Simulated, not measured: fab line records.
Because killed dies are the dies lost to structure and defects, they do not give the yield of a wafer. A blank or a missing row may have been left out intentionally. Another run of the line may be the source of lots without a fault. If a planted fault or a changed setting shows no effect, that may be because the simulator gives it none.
A lot that was struck, set against a sound lot | flow sky130 | 15 steps out of a route of 708
Sound: the wafers L388.1, L388.5, L388.6. Wafers L392.4, L392.5, L392.6 were the ones struck. Last of all comes the cause.
Per side, at each step with rows, come the tool, then ch with its chambers, and then its first start. Under that, the readings that differ: sound wafers | struck wafers | difference of the means | sigmas: that difference in standard deviations of wafers without a fault.
alike: same words and numbers on both sides, and readings whose means sit less than 2 such deviations apart. not compared: any withheld reading, any reading some wafer has no value for, any bound like >300 that may hide the same value, and any number with overlapping values for which the record gives no deviation.
A row with sigmas, a row that says differs or no value, or rows on one side alone: a step with any of these is where the two part. Numbers that don't overlap but have no deviation are shown without sigmas and don't part them. A reading that every wafer of one side lacks parts them only if that side has two wafers or more.

SKY_FIELD_ISO_THK_MEAS_04:
  sound on filmMetro-02 at day 2 15:11; struck on filmMetro-02 at day 3 10:31
  alike: FIELD_ISO_CVD_03_THK
then, 8 steps without rows for these wafers: SKY_FIELD_ISO_DEHYDRATE_05 (time 60 s); SKY_FIELD_ISO_HMDS_06 (prime time 60 s); SKY_FIELD_ISO_COAT_07 (resist thk 60 nm); SKY_FIELD_ISO_COAT_08 (resist thk 450 nm); SKY_FIELD_ISO_SOFTBAKE_09 (time 90 s); SKY_FIELD_ISO_EXPOSE_10 (exposes mask FOM, target cd 150 nm); SKY_FIELD_ISO_PEB_11; SKY_FIELD_ISO_DEVELOP_12 (develop time 60 s).
SKY_FIELD_ISO_CD_MEAS_13: target cd 150 nm.
  sound on cdSem-02 at day 3 06:52; struck on cdSem-02 at day 4 03:07
  alike: cdNm
SKY_FIELD_ISO_ETCH_14: etches BARC in N2/H2, stops on SiO2, time 45.9 s, target depth 60 nm.
  sound on rieDiel-01 ch 0,1, day 3 06:59; struck on rieDiel-02 ch 1,2,3, day 4 03:11
  alike: biasW, chamberPressureMTorr, drypumpMotorCurrentA, oesProductAu, throttleValvePct
  not compared: rfHoursCounterH
SKY_FIELD_ISO_ETCH_15: etches the open film in CHF3/O2, stops on Si, target depth 180 nm, time 72 s.
  sound on rieDiel-01 ch 0,1, day 3 07:02; struck on rieDiel-02 ch 1,2,3, day 4 03:14
  alike: biasW, chamberPressureMTorr, drypumpMotorCurrentA, oesProductAu, throttleValvePct
  not compared: rfHoursCounterH
SKY_FIELD_ISO_STRIP_16: strips in O2/N2.
  sound on plasmaAsher-04 ch 0,1, day 3 07:05; struck on plasmaAsher-04 ch 0,1, day 4 03:19
reading                  | sound          | struck         | difference | sigmas
stripTimeToEndpointS (s) | 3.54 3.55 3.47 | 3.32 3.36 3.33 | -0.18      | -5
  alike: chamberPressureMTorr, drypumpMotorCurrentA, oesProductAu
  not compared: rfHoursCounterH
SKY_FIELD_ISO_ETCH_17: etches Si in HBr/Cl2/O2, target depth 342 nm, time 97.7 s.
  sound on rieSi-02 ch 0,2, day 3 07:11; struck on rieSi-02 ch 0,2,3, day 4 03:25
  alike: biasW, chamberPressureMTorr, drypumpMotorCurrentA, oesProductAu, throttleValvePct
  not compared: rfHoursCounterH
SKY_PAD_OPEN_PROBE_99:
  sound wafers here have rows in the record (prober-02, day 47 08:10); struck ones have none

## WHERE THEY PART
Earliest at SKY_FIELD_ISO_STRIP_16; latest, in this record, at SKY_PAD_OPEN_PROBE_99.

WHY: the cause the simulator had injected
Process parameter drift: plasmaAsher-04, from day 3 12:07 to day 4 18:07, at SKY_FIELD_ISO_STRIP_16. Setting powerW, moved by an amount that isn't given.
